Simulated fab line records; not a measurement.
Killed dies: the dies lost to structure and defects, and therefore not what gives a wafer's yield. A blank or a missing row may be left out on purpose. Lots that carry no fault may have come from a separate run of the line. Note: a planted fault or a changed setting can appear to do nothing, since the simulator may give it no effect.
Code-filled problem report in 8D (eight disciplines) form || flow sfqLine || the parts of the form that need people (team, actions taken, sign-off) are left out

1. WHAT WENT WRONG
oesProductAu at SFQ_TRILAYER_L0_BARC_OPEN_METAL_ETCH_010 reads a mean of 0.654 a.u. on 6 wafers of 2 lots; wafers without a fault read 0.685 a.u. with a standard deviation of 0.0046. Relative to the usual mean, that is a shift of -6.7 standard deviations.
The step: etches BARC in O2, target depth 125 nm, time 41.7 s.
First observed at day 4 04:23: wafer L239.1, on rieMetal-03. At this step, 18 wafers from 6 lots have a number in the record. Rule for "out" (also "out of limits"): further than 4 standard deviations from the usual mean. The rest of the wafers with a number are treated as sound.

2. WHAT IT IS AND WHAT IT IS NOT
{"question": "which readings at this step", "is": "oesProductAu, runLengthS", "is not": "drypumpMotorCurrentA, rfFwdPowerW"}
{"question": "which lots", "is": "L239, L242", "is not": "L243, L249, L254, L255"}
{"question": "which wafers of those lots", "is": "all that have a number", "is not": "-"}
{"question": "read on which tools", "is": "rieMetal-03", "is not": "rieMetal-01, rieMetal-04"}
{"question": "when", "is": "from day 4 04:23", "is not": "up to then (0 sound wafers); but 12 sound wafers of L243, L249, L254, L255 came after"}

3. WHAT RULES OUT EACH SUSPECT
Counting: a tool at any process step up to the reading remains a suspect when it ran all the lots that are out and ran no sound lot after the first of those.
- pvdSputter-05 at SFQ_TRILAYER_L0_DEP_SPUTTER_003 (material MoNx KI, target thk 40 nm, time 100 s): ruled out as a lasting fault. Sound lots L249 ran on it after its first lot that is out, L239 (day 2 23:29).
- rieMetal-03 at SFQ_TRILAYER_L0_BARC_OPEN_METAL_ETCH_010 (etches BARC in O2, target depth 125 nm, time 41.7 s): ruled out as a lasting fault. Sound lots L255 ran on it after its first lot that is out, L239 (day 4 04:23).
Left after counting: nothing in the record.

4. THE CAUSE (what the simulator had put in)
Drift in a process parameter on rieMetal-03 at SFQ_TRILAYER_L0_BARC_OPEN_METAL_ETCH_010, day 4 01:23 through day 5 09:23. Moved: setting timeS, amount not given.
Counting ruled it out, wrongly.

5. THE EFFECT CHAIN, in route order
Each row: a reading whose mean over the struck wafers that have a number lies more than 3 standard deviations from the usual. Scope: only readings with a usual standard deviation given in the record; hours: median across lots of the time from each lot's start at the first step in this table that gives one to its start at this step; sigmas: change in usual standard deviations.
{"hours": 0, "step": "SFQ_TRILAYER_L0_BARC_OPEN_METAL_ETCH_010", "reading": "oesProductAu", "usual": "0.685 a.u.", "on struck wafers": 0.654, "change": -0.031, "sigmas": -6.7}
{"hours": 0, "step": "SFQ_TRILAYER_L0_BARC_OPEN_METAL_ETCH_010", "reading": "runLengthS", "usual": "69.7 s", "on struck wafers": 74.1, "change": "+4.4", "sigmas": "+6.6"}
Here are the process steps it includes:
- SFQ_TRILAYER_L0_BARC_OPEN_METAL_ETCH_010: etches BARC in O2, target depth 125 nm, time 41.7 s.

6. WHAT WOULD HAVE CAUGHT IT SOONER
In this record no reading fell out of limits until day 4 04:23, 3 hours after the fault had begun at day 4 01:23.
